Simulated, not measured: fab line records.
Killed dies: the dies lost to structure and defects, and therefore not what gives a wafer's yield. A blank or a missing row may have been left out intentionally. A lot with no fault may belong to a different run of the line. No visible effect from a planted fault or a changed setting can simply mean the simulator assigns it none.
Check for tools in common | flow gf180mcu | Sample size 11 lots and 33 wafers

## REASON IT WAS OPENED
Of 11 lots, 2 have the reading V4_W_RS flagged at GF_V4_RS_MEAS_24. Wafers without a fault read 0.326 ohm/sq, standard deviation 0.0033.
Rule: flag the lot when none of its wafers has a number, or when each of its wafers that has one lies beyond 4 standard deviations from that mean. The other lots count as sound.

lot  | measured     | on           | V4_W_RS (ohm/sq), wafer by wafer | flag
L807 | day 24 09:19 | filmMetro-02 | 0.326 0.325 0.327                | 
L808 | day 25 04:59 | filmMetro-02 | 0.325 0.322 0.321                | 
L810 | day 25 08:23 | filmMetro-02 | 0.324 0.324 0.328                | 
L815 | day 27 02:26 | filmMetro-02 | 0.324 0.324 0.323                | 
L820 | day 28 19:22 | filmMetro-02 | 0.356 0.355 0.357                | FLAGGED
L821 | day 29 04:01 | filmMetro-04 | 0.354 0.353 0.353                | FLAGGED
L823 | day 29 07:37 | filmMetro-04 | 0.328 0.329 0.330                | 
L824 | day 29 22:26 | filmMetro-01 | 0.325 0.329 0.326                | 
L827 | day 30 23:48 | filmMetro-04 | 0.327 0.326 0.328                | 
L829 | day 31 05:32 | filmMetro-01 | 0.328 0.327 0.330                | 
L830 | day 31 10:10 | filmMetro-01 | 0.328 0.328 0.323                | 
Average over the flagged lots: 0.355 ohm/sq; offset from the usual +0.029 ohm/sq, equal to +9 standard deviations.

## WHICH TOOL RAN EACH LOT
The record holds 3 process steps before the reading, out of a route of 602 steps. Each cell gives the tool, then ch followed by the chambers the sampled wafers passed through, then the start.
lot  | flag    | GF_V3_STRIP_18                      | GF_M4_SPUTTER_03            | GF_V4_CVD_23
L807 |         | plasmaAsher-03 ch 0,1, day 22 08:10 | pvdSputter-03, day 22 09:34 | cvdW-02 ch 0,1, day 24 09:11
L808 |         | plasmaAsher-02 ch 0,1, day 23 03:44 | pvdSputter-03, day 23 05:07 | cvdW-02 ch 0,1, day 25 04:52
L810 |         | plasmaAsher-03 ch 0,1, day 23 08:14 | pvdSputter-03, day 23 09:38 | cvdW-01 ch 0,1, day 25 08:14
L815 |         | plasmaAsher-02 ch 0,1, day 25 05:05 | pvdSputter-03, day 25 06:29 | cvdW-02 ch 0,1, day 27 02:19
L820 | FLAGGED | plasmaAsher-02 ch 0,1, day 26 23:55 | pvdSputter-02, day 27 01:18 | cvdW-02 ch 0,1, day 28 19:14
L821 | FLAGGED | plasmaAsher-01 ch 0,1, day 27 08:50 | pvdSputter-02, day 27 10:15 | cvdW-02 ch 0,1, day 29 03:54
L823 |         | plasmaAsher-03 ch 0,1, day 27 12:39 | pvdSputter-02, day 27 14:02 | cvdW-01 ch 0,1, day 29 07:31
L824 |         | plasmaAsher-02 ch 0,1, day 28 04:21 | pvdSputter-04, day 28 05:48 | cvdW-01 ch 0,1, day 29 22:19
L827 |         | plasmaAsher-01 ch 0,1, day 29 06:12 | pvdSputter-02, day 29 07:42 | cvdW-01 ch 1, day 30 23:41
L829 |         | plasmaAsher-03 ch 0,1, day 29 13:25 | pvdSputter-03, day 29 14:53 | cvdW-01 ch 1, day 31 05:26
L830 |         | plasmaAsher-01 ch 0,1, day 29 18:41 | pvdSputter-02, day 29 20:14 | cvdW-01 ch 0, day 31 10:02
What is done by these steps:
- GF_V3_STRIP_18: strips in O2/N2.
- GF_M4_SPUTTER_03: material Ti, target thk 10 nm, time 6.7 s.
- GF_V4_CVD_23: deposits W, target thk 350 nm, time 104.9 s.
- GF_V4_RS_MEAS_24: measures by four-point-probe.

## FLAGGED AGAINST TOTAL, ONE TOOL AT A TIME (gauges that did the reading follow at the end)
step             | tool           | lots run | flagged | share of the flagged lots | sound lots run after its first flagged lot
GF_V3_STRIP_18   | plasmaAsher-01 | 3        | 1       | some                      | 2 (L827,L830)
GF_V3_STRIP_18   | plasmaAsher-02 | 4        | 1       | some                      | 1 (L824)
GF_V3_STRIP_18   | plasmaAsher-03 | 4        | 0       | none                      | -
GF_M4_SPUTTER_03 | pvdSputter-02  | 5        | 2       | all                       | 3 (L823,L827,L830)
GF_M4_SPUTTER_03 | pvdSputter-03  | 5        | 0       | none                      | -
GF_M4_SPUTTER_03 | pvdSputter-04  | 1        | 0       | none                      | -
GF_V4_CVD_23     | cvdW-01        | 6        | 0       | none                      | -
GF_V4_CVD_23     | cvdW-02        | 5        | 2       | all                       | 0
GF_V4_RS_MEAS_24 | filmMetro-01   | 3        | 0       | none                      | -
GF_V4_RS_MEAS_24 | filmMetro-02   | 5        | 1       | some                      | 0
GF_V4_RS_MEAS_24 | filmMetro-04   | 3        | 1       | some                      | 2 (L823,L827)

## THE TABLE: WHAT IT ALLOWS
2 rows of the table ran every flagged lot: pvdSputter-02 at GF_M4_SPUTTER_03, cvdW-02 at GF_V4_CVD_23.
- pvdSputter-02 at GF_M4_SPUTTER_03: 2 of its 5 lots flagged. Lots that were sound ran on it after the first flagged one (L823, L827, L830); a persistent fault on the entire tool would not allow that.
- cvdW-02 at GF_V4_CVD_23: 2 of its 5 lots flagged. Its last sound lot is L815 (day 27 02:19), its first flagged lot L820 (day 28 19:14): a fault that began between those two fits. Its own readings lie more than 4 standard deviations out on every wafer of the flagged lots: chamberPressureTorr.
cvdW-02 at GF_V4_CVD_23 is the single tool remaining.

## WHAT THE SIMULATOR HAD PUT IN
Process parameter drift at GF_V4_CVD_23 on cvdW-02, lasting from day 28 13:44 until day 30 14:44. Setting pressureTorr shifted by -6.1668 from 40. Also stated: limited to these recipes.
Struck lots among those shown: L820, L821. The rule above found the same.
